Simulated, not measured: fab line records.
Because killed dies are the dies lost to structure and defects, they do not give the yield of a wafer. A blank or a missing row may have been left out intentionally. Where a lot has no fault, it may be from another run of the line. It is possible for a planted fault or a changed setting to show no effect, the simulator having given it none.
What tool caused it? ; flow sky130 ; 10 lots with 30 wafers sampled at 7 steps, on a route of 708 steps

WHAT THE GAUGES READ, wafer by wafer
SKY_VIA3_THK_MEAS_01. Usual: VIA3_HDPCVD_THK gives 1633 nm (standard deviation 19).
lot;measured;on;VIA3_HDPCVD_THK (nm);flag
L462;day 40 08:41;film-metro-02;1618 1623 1625;
L464;day 40 18:23;film-metro-04;1602 1634 1633;
L466;day 41 03:28;film-metro-02;1621 1615 1651;
L469;day 41 08:15;film-metro-02;1615 1601 1615;
L468;day 41 12:36;film-metro-03;1615 1600 1613;
L472;day 42 07:10;film-metro-02;1661 1659 1636;
L477;day 43 17:44;film-metro-03;1645 1652 1639;
L478;day 44 01:33;film-metro-02;1611 1636 1639;
L479;day 44 03:34;film-metro-03;1666 1647 1647;
L480;day 44 07:04;film-metro-04;1626 1589 1586;

SKY_VIA3_RS_MEAS_22: the measuring method here is four-point-probe. Usual: VIA3_W_RS gives 0.293 ohm/sq (standard deviation 0.0034).
lot;measured;on;VIA3_W_RS (ohm/sq);flag
L462;day 41 11:56;film-metro-02;0.287 0.288 0.287;
L464;day 41 20:16;film-metro-04;0.297 0.294 0.297;
L466;day 42 05:18;film-metro-02;0.296 0.295 0.294;
L469;day 42 09:31;film-metro-03;0.297 0.295 0.292;
L468;day 42 13:19;film-metro-03;0.296 0.300 0.298;
L472;day 43 07:10;film-metro-04;0.289 0.292 0.291;
L477;day 44 18:25;film-metro-03;0.298 0.295 0.194;OFF
L478;day 45 01:21;film-metro-02;0.195 0.302 0.195;OFF
L479;day 45 03:13;film-metro-03;0.295 0.287 0.293;
L480;day 45 07:02;film-metro-03;0.294 0.295 0.298;

SKY_VIA3_THK_MEAS_23: measures by xrf. Usual: VIA3_W_THK gives 386 nm (standard deviation 5.2).
lot;measured;on;VIA3_W_THK (nm);flag
L462;day 41 12:03;film-metro-02;392 389 390;
L464;day 41 20:22;film-metro-04;381 385 380;
L466;day 42 05:24;film-metro-02;382 383 383;
L469;day 42 09:38;film-metro-03;379 384 389;
L468;day 42 13:26;film-metro-03;384 378 381;
L472;day 43 07:17;film-metro-04;387 382 388;
L477;day 44 18:31;film-metro-03;383 392 -;
L478;day 45 01:28;film-metro-02;569 374 -;OFF
L479;day 45 03:20;film-metro-03;380 391 384;
L480;day 45 07:09;film-metro-03;381 380 380;

SKY_CAP2M_THK_MEAS_01. Usual: CAP2M_CVD_00_THK gives 15.41 nm (standard deviation 0.23).
lot;measured;on;CAP2M_CVD_00_THK (nm);flag
L462;day 41 12:39;film-metro-01;15.42 15.26 15.27;
L464;day 41 20:55;film-metro-03;15.56 15.71 15.36;
L466;day 42 05:57;film-metro-03;15.40 15.46 15.62;
L469;day 42 10:10;film-metro-01;15.23 15.74 15.52;
L468;day 42 13:58;film-metro-03;15.55 15.74 15.83;
L472;day 43 07:50;film-metro-01;15.17 14.98 15.19;
L477;day 44 19:03;film-metro-02;15.12 15.51 15.31;
L478;day 45 02:47;film-metro-03;15.56 15.37 15.69;
L479;day 45 03:53;film-metro-03;15.18 15.52 15.51;
L480;day 45 07:41;film-metro-01;14.92 15.61 15.49;

WHICH TOOL RAN EACH LOT (tool, then ch and the chambers of the sampled wafers, then the start)
lot;SKY_VIA3_CVD_21;SKY_VIA3_CMP_24;SKY_METAL4_SPUTTER_03
L462;cvd-w-01 ch 0, day 41 11:41;cmp-01 ch 0,2,3, day 41 12:16;pvd-sputter-03, day 41 12:34
L464;cvd-w-02 ch 0,1, day 41 20:09;cmp-02 ch 1,2,3, day 41 20:28;pvd-sputter-04, day 41 20:48
L466;cvd-w-01 ch 0,1, day 42 05:11;cmp-01 ch 0,2,3, day 42 05:32;pvd-sputter-02, day 42 05:50
L469;cvd-w-02 ch 0,1, day 42 09:23;cmp-02 ch 0,1, day 42 09:41;pvd-sputter-02, day 42 10:04
L468;cvd-w-02 ch 0,1, day 42 13:11;cmp-02 ch 0,1,3, day 42 13:29;pvd-sputter-03, day 42 13:53
L472;cvd-w-01 ch 1, day 43 06:57;cmp-01 ch 2,3, day 43 07:20;pvd-sputter-04, day 43 07:44
L477;cvd-w-02 ch 0,1, day 44 18:16;cmp-02 ch 0,1, day 44 18:34;pvd-sputter-03, day 44 18:57
L478;cvd-w-02 ch 0,1, day 45 01:13;cmp-02 ch 0,1,3, day 45 02:22;pvd-sputter-04, day 45 02:42
L479;cvd-w-01 ch 0,1, day 45 03:05;cmp-01 ch 0,3, day 45 03:26;pvd-sputter-02, day 45 03:47
L480;cvd-w-01 ch 1, day 45 06:55;cmp-01 ch 0,2,3, day 45 07:19;pvd-sputter-04, day 45 07:36
- SKY_VIA3_CVD_21: deposits W, target thk 390 nm, time 117.31 s.
- SKY_VIA3_CMP_24: polishes, stops on SiO2, t overpolish 20 s, target thk 0 nm.
- SKY_METAL4_SPUTTER_03: material Ti, target thk 5 nm, time 3.3 s.

AS READ BY THE TOOLS THEMSELVES (means over the sampled wafers that have a number; for cases with no such wafer, the mark the record gives instead)
SKY_VIA3_CVD_21. Usual: heater-power-w 909 W, standard deviation 72; susceptor-temp-C 399.96 C, standard deviation 0.23.
lot;tool;heater-power-w (W);susceptor-temp-C (C);flag
L462;cvd-w-01;929;399.80;
L464;cvd-w-02;868;400.19;
L466;cvd-w-01;894;400.08;
L469;cvd-w-02;881;400.00;
L468;cvd-w-02;891;399.81;
L472;cvd-w-01;883;400.13;
L477;cvd-w-02;944;399.99;
L478;cvd-w-02;948;400.04;
L479;cvd-w-01;897;399.69;
L480;cvd-w-01;884;399.98;

SKY_VIA3_CMP_24. Usual: motor-current-A 10.8 A, standard deviation 1.4; slurry-filter-dp-kPa 13.49 kPa, standard deviation 0.12; time-to-endpoint-s 95 s, standard deviation 4.7.
lot;tool;motor-current-A (A);slurry-filter-dp-kPa (kPa);time-to-endpoint-s (s);flag
L462;cmp-01;10.5;13.51;97;
L464;cmp-02;11.4;13.39;95;
L466;cmp-01;10.5;13.54;91;
L469;cmp-02;10.1;13.40;97;
L468;cmp-02;10.4;13.65;96;
L472;cmp-01;10.9;13.51;98;
L477;cmp-02;11.7;13.53;113;OFF
L478;cmp-02;10.6;13.49;127;OFF
L479;cmp-01;9.8;13.53;98;
L480;cmp-01;10.4;13.58;97;

SKY_METAL4_SPUTTER_03. Usual: 29.6 % for throttle-valve-pct, sd 1.3.
lot;tool;throttle-valve-pct (%);flag
L462;pvd-sputter-03;29.8;
L464;pvd-sputter-04;29.6;
L466;pvd-sputter-02;27.2;
L469;pvd-sputter-02;27.8;
L468;pvd-sputter-03;29.8;
L472;pvd-sputter-04;28.1;
L477;pvd-sputter-03;30.2;
L478;pvd-sputter-04;28.5;
L479;pvd-sputter-02;29.2;
L480;pvd-sputter-04;28.8;

THE ANSWER, worked out from the rows above alone
Rule: a lot is off if the mean of its wafers that have a number lies more than 3 standard deviations from the usual mean. Also off: a lot with no number at a reading for which 4 or more lots have one. Where the step has rows for the other lots, those lots are counted as sound. Order of review: gauges by route order, followed by the tools' own readings, for which a lot's mean as printed above is used. The first step at which some lot is off is used, and at that step the reading that is off furthest; a lot without a number counts as furthest.
Off: L477, L478, at SKY_VIA3_RS_MEAS_22 (VIA3_W_RS).
A tool fits if, at a process step before that reading, it ran every lot that is off, and no sound lot after the first of them. The gauges at SKY_VIA3_RS_MEAS_22 aren't tried: what is off there is off at SKY_VIA3_CMP_24 too, on other tools, and a gauge's error can't cause that. One candidate fits, namely cvd-w-02 at SKY_VIA3_CVD_21. A fault onset in the window from L468 (day 42 13:11, its last sound lot) to L477 (day 44 18:16, its first lot off) fits.

WHAT WAS PUT IN BY THE SIMULATOR
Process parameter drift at SKY_VIA3_CVD_21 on cvd-w-02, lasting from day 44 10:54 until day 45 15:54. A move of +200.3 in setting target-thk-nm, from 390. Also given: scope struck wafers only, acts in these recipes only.
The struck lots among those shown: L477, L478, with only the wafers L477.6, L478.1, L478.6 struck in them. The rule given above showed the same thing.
